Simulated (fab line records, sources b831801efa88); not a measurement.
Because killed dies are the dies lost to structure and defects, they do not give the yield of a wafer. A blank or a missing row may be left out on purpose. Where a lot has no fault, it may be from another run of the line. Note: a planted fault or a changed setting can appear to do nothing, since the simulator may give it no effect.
8D (eight disciplines) problem report, filled in by code    flow sfqLine    the parts of the form that need people (team, actions taken, sign-off) are left out

== 1. THE ISSUE ==
headPressurePsi at SFQ_TRILAYER_I7_CMP_CMP_184 reads a mean of 3.252 psi on 2 wafers of 1 lot; wafers without a fault read 3.000 psi with a standard deviation of 0.0063. That is +40 standard deviations from the usual mean.
The step: polishes SiO2.
Seen first at day 79 01:04 on cmp-01, wafer L296.3. At this step, 39 wafers from 13 lots have a number in the record. Rule for "out" (also "out of limits"): further than 4 standard deviations from the usual mean. Any other wafer with a number is counted as sound.

== 2. WHAT IT IS, AND WHAT IT ISN'T ==
question                     is                 is not
which readings at this step  headPressurePsi    motorCurrentA
which lots                   L296               L287, L288, L289, L290, L303, L304, L305, L306, L307, L308, L309, L310
which wafers of those lots   L296.3, L296.5     L296.1
read on which tools          cmp-01             cmp-02
when                         from day 79 01:04  up to then (12 sound wafers); but 25 sound wafers of L296, L303, L304, L305, L306, L307, L308, L309, L310 came after

== 3. WHAT RULES OUT EACH SUSPECT ==
Counting: a tool at a process step up to the reading stays a suspect if it ran every lot that is out. Sound lots after the first of them don't rule it out here, since some wafers of a struck lot are sound.
- rieMetal-04 at SFQ_TRILAYER_M6_STRIP_STRIP_163 (strips in O2): kept. It processed L296, the lot that is out, at day 78 09:50, and its most recent sound lot before then was L289 at day 72 10:34.
- cmp-01 at SFQ_TRILAYER_I7_CMP_CMP_184 (polishes SiO2): kept. It processed L296, the lot that is out, at day 79 01:04, and its most recent sound lot before then was L290 at day 77 08:17. Its own readings are out on those wafers: headPressurePsi.
- Within cmp-01 at SFQ_TRILAYER_I7_CMP_CMP_184: the wafers that are out ran in chamber 2; their sound lot-mates ran in chamber 0.
The count leaves cmp-01 at SFQ_TRILAYER_I7_CMP_CMP_184 and rieMetal-04 at SFQ_TRILAYER_M6_STRIP_STRIP_163.

== 4. THE CAUSE (what the simulator had put in) ==
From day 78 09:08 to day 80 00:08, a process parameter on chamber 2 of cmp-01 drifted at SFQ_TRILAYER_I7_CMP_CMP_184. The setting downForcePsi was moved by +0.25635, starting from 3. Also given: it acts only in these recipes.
Of the 2 suspects that counting leaves, this tool is one.

== 5. SEQUENCE OF EFFECTS, ordered by route ==
Each row: a reading whose mean over the struck wafers that have a number lies more than 3 standard deviations from the usual. Readings are gone through only where the record gives a usual standard deviation; hours: the median, over the lots, of the time from a lot's start at the first step in this table giving one to that lot's start at this step; sigmas: the change measured in usual standard deviations.
hours  step                         reading          usual      on struck wafers  change  sigmas
0      SFQ_TRILAYER_I7_CMP_CMP_184  headPressurePsi  3.000 psi  3.252             +0.252  +40
Process steps it contains:
- SFQ_TRILAYER_I7_CMP_CMP_184: polishes SiO2.
Later steps that measure or inspect, where all struck wafers having a row at the step show a number for every such reading and not one has moved that far: SFQ_M8_OVL_MEAS_948, SFQ_M8_THK_MEAS_950.

== 6. WHAT WOULD HAVE CAUGHT IT SOONER ==
16 hours passed between the start of the fault at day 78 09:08 and the first reading out of limits in this record, taken at day 79 01:04.
